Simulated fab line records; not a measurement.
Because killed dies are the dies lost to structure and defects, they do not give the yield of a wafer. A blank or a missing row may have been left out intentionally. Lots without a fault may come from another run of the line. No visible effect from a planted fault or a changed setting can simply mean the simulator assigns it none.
Which of the tools did it? ; flow gf180mcu ; 12 lots, 36 wafers sampled, at 1 step of a route of 602

## WHAT THE GAUGES SHOWED, per wafer
GF_STI_THK_MEAS_04. Usual: for STI_CVD_03_THK the level is 207.3 nm and the standard deviation is 2.3.
lot;measured;on;STI_CVD_03_THK (nm);flag
L893;day 1 13:37;filmMetro-02;210.6 212.1 210.9;
L894;day 1 18:34;filmMetro-04;203.4 203.2 205.3;
L895;day 2 01:25;filmMetro-04;205.8 206.3 204.8;
L898;day 2 14:37;filmMetro-02;204.5 203.9 205.0;
L900;day 3 01:10;filmMetro-04;207.9 207.1 206.4;
L901;day 3 06:29;filmMetro-04;203.8 203.3 204.8;
L902;day 3 10:34;filmMetro-04;210.0 208.4 210.6;
L903;day 3 15:44;filmMetro-04;210.4 210.4 209.6;
L904;day 3 20:34;filmMetro-04;205.9 207.2 209.0;
L913;day 5 19:18;filmMetro-03;209.5 211.4 208.7;
L915;day 6 03:34;filmMetro-04;206.6 205.4 207.4;
L916;day 6 08:34;filmMetro-02;210.5 210.6 210.8;

## WHAT TOOL EACH LOT RAN ON (gives the tool, then ch and the chambers of the sampled wafers, and finally the start)
No process step before these readings appears in the record.

## AS READ BY THE TOOLS THEMSELVES (means over the sampled wafers that have a number; for cases with no such wafer, the mark the record gives instead)
The record holds no such reading with a usual standard deviation.

## THE ANSWER, worked out from the rows above alone
Rule: a lot counts as off when the mean over its wafers that have a number is more than 3 standard deviations away from the usual mean. Also off: a lot with no number at a reading for which 4 or more lots have one. Where the step has rows for the other lots, those lots are counted as sound. After the gauges, taken in route order, come the tools' own readings; for these a lot's mean is taken, as printed above. At the first step where some lot is off, the reading lying furthest off is the one used; lots without a number count as furthest.
None of the lots is off at any reading shown; this tells nothing.

## WHAT HAD BEEN PUT IN BY THE SIMULATOR
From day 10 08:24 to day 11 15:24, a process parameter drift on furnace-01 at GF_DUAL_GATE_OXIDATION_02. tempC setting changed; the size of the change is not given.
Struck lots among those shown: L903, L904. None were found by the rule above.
